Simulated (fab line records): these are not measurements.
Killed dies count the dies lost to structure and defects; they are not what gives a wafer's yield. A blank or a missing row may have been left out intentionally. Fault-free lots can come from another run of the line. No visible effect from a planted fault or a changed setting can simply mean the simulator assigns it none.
Which tool is to blame? | flow gf180mcu | Sampling: 12 lots, 36 wafers, 4 of 602 route steps

WHAT EACH GAUGE READ, for each wafer
GF_HV_LDD_TW_MEAS_38.
lot  | measured     | on            | HV_LDD_3_TW
L709 | day 11 06:27 | film-metro-03 | 1422 1423 1420
L711 | day 12 16:26 | film-metro-03 | 1431 1420 1412
L713 | day 13 00:06 | film-metro-01 | 1437 1438 1441
L714 | day 13 06:18 | film-metro-03 | 1428 1438 1428
L715 | day 13 12:36 | film-metro-02 | 1437 1432 1435
L716 | day 14 00:39 | film-metro-03 | 1432 1433 1434
L717 | day 14 16:44 | film-metro-01 | 1426 1422 1419
L719 | day 14 19:14 | film-metro-03 | 1440 1436 1433
L721 | day 15 09:21 | film-metro-03 | 1421 1428 1431
L727 | day 17 21:50 | film-metro-01 | 1412 1404 1404
L729 | day 18 09:16 | film-metro-03 | 1409 1415 1413
L732 | day 18 22:56 | film-metro-02 | 1437 1424 1444

GF_HV_LDD_RS_MEAS_53: the measuring method here is four-point-probe.
lot  | measured     | on            | HV_LDD_RS (ohm/sq)
L709 | day 12 01:19 | film-metro-02 | 418.9 419.0 418.0
L711 | day 13 13:04 | film-metro-03 | 419.0 419.4 419.1
L713 | day 13 20:37 | film-metro-01 | 418.9 419.1 418.9
L714 | day 14 03:09 | film-metro-01 | 417.4 417.9 417.7
L715 | day 14 09:43 | film-metro-02 | 418.4 418.4 418.1
L716 | day 14 21:42 | film-metro-02 | 418.9 418.3 417.2
L717 | day 15 13:38 | film-metro-03 | 417.7 416.2 416.9
L719 | day 15 16:49 | film-metro-01 | 417.3 417.8 418.4
L721 | day 16 06:57 | film-metro-02 | 420.0 419.0 419.5
L727 | day 18 22:10 | film-metro-02 | 421.3 421.2 422.0
L729 | day 19 10:20 | film-metro-03 | 421.5 421.0 422.1
L732 | day 20 00:05 | film-metro-03 | 419.4 418.5 419.3

WHAT TOOL EACH LOT RAN ON (gives the tool, then ch and the chambers of the sampled wafers, and finally the start)
lot  | GF_HV_LDD_IMPLANT_33            | GF_HV_LDD_RTA_52
L709 | implanter-04 ch 0, day 11 05:48 | rtp-anneal-02 ch 0, day 12 01:13
L711 | implanter-01 ch 0, day 12 15:44 | rtp-anneal-02 ch 0, day 13 12:59
L713 | implanter-01 ch 0, day 12 23:24 | rtp-anneal-02 ch 0, day 13 20:32
L714 | implanter-01 ch 0, day 13 05:36 | rtp-anneal-02 ch 0, day 14 03:05
L715 | implanter-02 ch 0, day 13 11:54 | rtp-anneal-02 ch 0, day 14 09:38
L716 | implanter-04 ch 0, day 13 23:59 | rtp-anneal-01 ch 0, day 14 21:34
L717 | implanter-01 ch 0, day 14 16:03 | rtp-anneal-02 ch 0, day 15 13:34
L719 | implanter-01 ch 0, day 14 18:35 | rtp-anneal-02 ch 0, day 15 16:43
L721 | implanter-04 ch 0, day 15 08:39 | rtp-anneal-02 ch 0, day 16 06:53
L727 | implanter-01 ch 0, day 17 21:08 | rtp-anneal-02 ch 0, day 18 22:05
L729 | implanter-01 ch 0, day 18 08:36 | rtp-anneal-02 ch 0, day 19 10:15
L732 | implanter-02 ch 0, day 18 22:15 | rtp-anneal-01 ch 0, day 20 00:00
- GF_HV_LDD_IMPLANT_33
- GF_HV_LDD_RTA_52: time 10 s.

WHAT THE TOOLS THEMSELVES READ (means of the sampled wafers that have a number; where no wafer has one, the mark that the record gives instead)
GF_HV_LDD_IMPLANT_33.
lot  | tool         | beam-on-s (s) | faraday-current-uA
L709 | implanter-04 | 10.03         | 42.1
L711 | implanter-01 | 9.75          | 43.4
L713 | implanter-01 | 9.83          | 42.9
L714 | implanter-01 | 10.13         | 41.8
L715 | implanter-02 | 10.04         | 42.2
L716 | implanter-04 | 9.82          | 43.1
L717 | implanter-01 | 10.05         | 42.1
L719 | implanter-01 | 10.02         | 42.2
L721 | implanter-04 | 10.03         | 42.1
L727 | implanter-01 | 8.34          | 50.6
L729 | implanter-01 | 8.40          | 50.3
L732 | implanter-02 | 9.99          | 42.4

GF_HV_LDD_RTA_52.
lot  | tool          | lamp-power-pct (%) | wafer_temp_C_max
L709 | rtp-anneal-02 | 40                 | 1004.0
L711 | rtp-anneal-02 | 40                 | 1003.5
L713 | rtp-anneal-02 | 40                 | 1004.1
L714 | rtp-anneal-02 | 40                 | 1005.6
L715 | rtp-anneal-02 | 40                 | 1003.9
L716 | rtp-anneal-01 | 29                 | 1002.5
L717 | rtp-anneal-02 | 40                 | 1003.8
L719 | rtp-anneal-02 | 40                 | 1003.6
L721 | rtp-anneal-02 | 40                 | 1003.5
L727 | rtp-anneal-02 | 40                 | 1004.3
L729 | rtp-anneal-02 | 40                 | 1005.2
L732 | rtp-anneal-01 | 29                 | 1002.9

THE ANSWER, worked out from the rows above alone
Rule: usual is defined by the lots themselves. Put in order of their means at a reading, lots are off if they are a third of the lots or fewer, leave a main group of 4 or more, and stand apart from it by a gap of 3 or more times the standard deviation of the main group's means; of several such gaps the widest counts. A main group is skipped when, at the precision printed for the reading in the tables above, its means are all equal. Also off: a lot with no number at a reading for which 4 or more lots have one. Where the step has rows for the other lots, those lots are counted as sound. The gauges are gone through in route order, then the tools' own readings, and for those a lot's mean is taken as printed above. The first step at which some lot is off is used, and at that step the reading that is off furthest; a lot without a number counts as furthest.
Off: L727, L729 (GF_HV_LDD_IMPLANT_33, faraday-current-uA). Main group: mean 42.4, sd 0.49.
A tool fits if, at that step or a process step before it, it ran every lot that is off, and no sound lot after the first of them. One fits: implanter-01 at GF_HV_LDD_IMPLANT_33. Its last sound lot is L719 (day 14 18:35), its first lot that is off L727 (day 17 21:08): a fault that began between those two fits.
The tool's own readings at GF_HV_LDD_IMPLANT_33 bear it out: on the lots that are off they differ by more than 5 times the standard deviation of the sound lots' means. beam-on-s reads 8.37 s there against 9.97 s on the sound lots; faraday-current-uA reads 50.5 there against 42.4 on the sound lots.

WHAT HAD BEEN PUT IN BY THE SIMULATOR
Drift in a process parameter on implanter-01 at GF_HV_LDD_IMPLANT_33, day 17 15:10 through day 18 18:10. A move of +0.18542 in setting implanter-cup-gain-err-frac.
Lots struck among those shown: L727, L729. This agrees with what the rule above found.
